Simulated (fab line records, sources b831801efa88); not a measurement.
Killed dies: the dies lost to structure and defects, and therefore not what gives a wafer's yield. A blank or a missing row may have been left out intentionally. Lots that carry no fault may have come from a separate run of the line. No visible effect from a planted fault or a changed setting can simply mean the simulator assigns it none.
Which of the tools did it? -- flow gf180mcu -- Sampling: 12 lots, 36 wafers, 4 of 602 route steps

WHAT EACH GAUGE READ, for each wafer
GF_NWELL_TW_MEAS_11. Usual: NWELL_TW 1586, standard deviation 8.
lot,measured,on,NWELL_TW,flag
L345,day 3 18:31,film-metro-01,1581 1584 1585,
L347,day 4 06:31,film-metro-03,1598 1594 1603,
L348,day 4 11:24,film-metro-01,1601 1587 1593,
L349,day 4 15:35,film-metro-01,1585 1588 1589,
L350,day 4 22:16,film-metro-02,1596 1591 1596,
L351,day 5 05:19,film-metro-01,1587 1586 1584,
L352,day 5 08:31,film-metro-03,1585 1584 1592,
L354,day 5 19:24,film-metro-02,1583 1584 1586,
L359,day 6 23:08,film-metro-02,1580 1597 1588,
L363,day 7 20:41,film-metro-02,1588 1588 1593,
L364,day 8 02:53,film-metro-01,1592 1580 1581,
L365,day 8 08:43,film-metro-01,1573 1582 1578,

GF_VT_IMPLANT_TW_MEAS_32. Usual: VT_IMPLANT_3_TW 267, standard deviation 4.4.
lot,measured,on,VT_IMPLANT_3_TW,flag
L345,day 7 10:01,film-metro-04,263 262 264,
L347,day 8 01:01,film-metro-03,272 272 273,
L348,day 8 06:40,film-metro-04,263 261 262,
L349,day 8 12:22,film-metro-03,274 273 272,
L350,day 8 20:19,film-metro-04,262 264 263,
L351,day 9 02:19,film-metro-03,274 272 271,
L352,day 9 08:13,film-metro-03,273 273 273,
L354,day 9 21:25,film-metro-04,263 263 263,
L359,day 11 05:55,film-metro-03,271 271 271,
L363,day 12 07:53,film-metro-04,268 266 266,
L364,day 12 15:55,film-metro-03,271 271 272,
L365,day 12 21:56,film-metro-02,274 272 274,

GF_POLY_GATE_THK_MEAS_01. Usual: POLY_GATE_CVD_00_THK 200.7 nm, standard deviation 1.7.
lot,measured,on,POLY_GATE_CVD_00_THK (nm),flag
L345,day 9 01:03,film-metro-01,200.7 202.0 202.6,
L347,day 9 20:55,film-metro-01,200.9 199.8 199.9,
L348,day 9 23:58,film-metro-03,204.3 204.9 203.2,
L349,day 10 05:31,film-metro-03,200.5 200.9 202.9,
L350,day 10 16:17,film-metro-03,200.4 200.9 201.0,
L351,day 10 21:11,film-metro-03,203.6 203.8 203.1,
L352,day 11 02:29,film-metro-03,199.8 199.3 198.4,
L354,day 11 14:49,film-metro-04,202.3 201.2 201.9,
L359,day 13 02:36,film-metro-04,247.2 248.1 247.5,OFF
L363,day 14 05:29,film-metro-03,198.8 200.1 200.2,
L364,day 14 15:32,film-metro-01,201.0 201.3 200.0,
L365,day 14 20:29,film-metro-01,196.2 198.4 197.6,

WHICH TOOL RAN EACH LOT (tool, then ch and the chambers of the sampled wafers, then the start)
lot,GF_POLY_GATE_CVD_00
L345,"lpcvd-01 ch 0, day 8 23:43"
L347,"lpcvd-01 ch 1, day 9 19:35"
L348,"lpcvd-02 ch 1, day 9 22:38"
L349,"lpcvd-01 ch 0, day 10 04:10"
L350,"lpcvd-01 ch 0, day 10 14:56"
L351,"lpcvd-02 ch 1, day 10 19:50"
L352,"lpcvd-01 ch 0, day 11 01:09"
L354,"lpcvd-02 ch 1, day 11 13:29"
L359,"lpcvd-01 ch 1, day 13 01:14"
L363,"lpcvd-02 ch 0, day 14 04:08"
L364,"lpcvd-02 ch 1, day 14 14:13"
L365,"lpcvd-02 ch 0, day 14 19:09"
- GF_POLY_GATE_CVD_00: deposits poly-Si, target thk 200 nm, time 1200 s.

AS READ BY THE TOOLS THEMSELVES (means over the sampled wafers that have a number; for cases with no such wafer, the mark the record gives instead)
GF_POLY_GATE_CVD_00. Usual: spike-tc-centre-C 620.7 C, standard deviation 1.4; spike-tc-lower-C 621.0 C, standard deviation 1.3; spike-tc-top-C 638.1 C, standard deviation 1.5; spike-tc-upper-C 619.7 C, standard deviation 1.2; susceptor-temp-C 620.0 C, standard deviation 0.31; zone-power-centre-pct 8.5 %, standard deviation 0.57.
lot,tool,spike-tc-centre-C (C),spike-tc-lower-C (C),spike-tc-top-C (C),spike-tc-upper-C (C),susceptor-temp-C (C),zone-power-centre-pct (%),flag
L345,lpcvd-01,619.8,619.0,640.1,619.9,619.9,8.0,
L347,lpcvd-01,622.8,621.4,636.6,619.2,619.7,9.2,
L348,lpcvd-02,620.8,621.0,638.1,620.0,620.1,9.3,
L349,lpcvd-01,618.4,619.2,638.7,620.4,620.1,8.1,
L350,lpcvd-01,620.4,618.9,639.2,619.0,619.8,8.0,
L351,lpcvd-02,620.0,622.3,637.2,621.0,620.2,9.3,
L352,lpcvd-01,619.2,620.0,639.0,620.0,620.0,8.0,
L354,lpcvd-02,621.9,622.2,638.4,620.7,619.8,9.2,
L359,lpcvd-01,631.1,630.2,644.0,628.0,628.8,9.5,OFF
L363,lpcvd-02,621.6,621.6,638.2,619.0,619.9,8.1,
L364,lpcvd-02,621.1,622.3,637.6,620.6,619.7,9.2,
L365,lpcvd-02,621.6,621.6,638.0,619.4,619.8,8.0,

THE ANSWER, worked out from the rows above alone
Rule: take the mean of a lot's wafers that have a number; if it is more than 3 standard deviations from the usual mean, the lot is off. Also off: a lot with no number at a reading for which 4 or more lots have one. Any other lot the step has rows for is counted as sound. Order of review: gauges by route order, followed by the tools' own readings, for which a lot's mean as printed above is used. The first step at which some lot is off is used, and at that step the reading that is off furthest; a lot without a number counts as furthest.
Off: L359, at GF_POLY_GATE_THK_MEAS_01 (POLY_GATE_CVD_00_THK).
A tool fits if, at a process step before that reading, it ran every lot that is off, and no sound lot after the first of them. The gauges at GF_POLY_GATE_THK_MEAS_01 aren't tried: what is off there is off at GF_POLY_GATE_CVD_00 too, on other tools, and a gauge's error can't cause that. One fits: GF_POLY_GATE_CVD_00 on lpcvd-01. Its last sound lot is L352 (day 11 01:09), its first lot that is off L359 (day 13 01:14): a fault that began between those two fits.
The tool's own readings at GF_POLY_GATE_CVD_00 bear it out: on the lots that are off they differ by more than 5 times the standard deviation of the sound lots' means. spike-tc-centre-C reads 631.1 C there against 620.7 C on the sound lots; spike-tc-lower-C reads 630.2 C there against 620.9 C on the sound lots; spike-tc-top-C reads 644.0 C there against 638.3 C on the sound lots; spike-tc-upper-C reads 628.0 C there against 619.9 C on the sound lots; susceptor-temp-C reads 628.8 C there against 619.9 C on the sound lots.

WHAT WAS PUT IN BY THE SIMULATOR
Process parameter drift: lpcvd-01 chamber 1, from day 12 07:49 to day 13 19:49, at GF_POLY_GATE_CVD_00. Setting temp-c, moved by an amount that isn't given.
Shown lots that were struck: L359. The rule above reached the same finding.
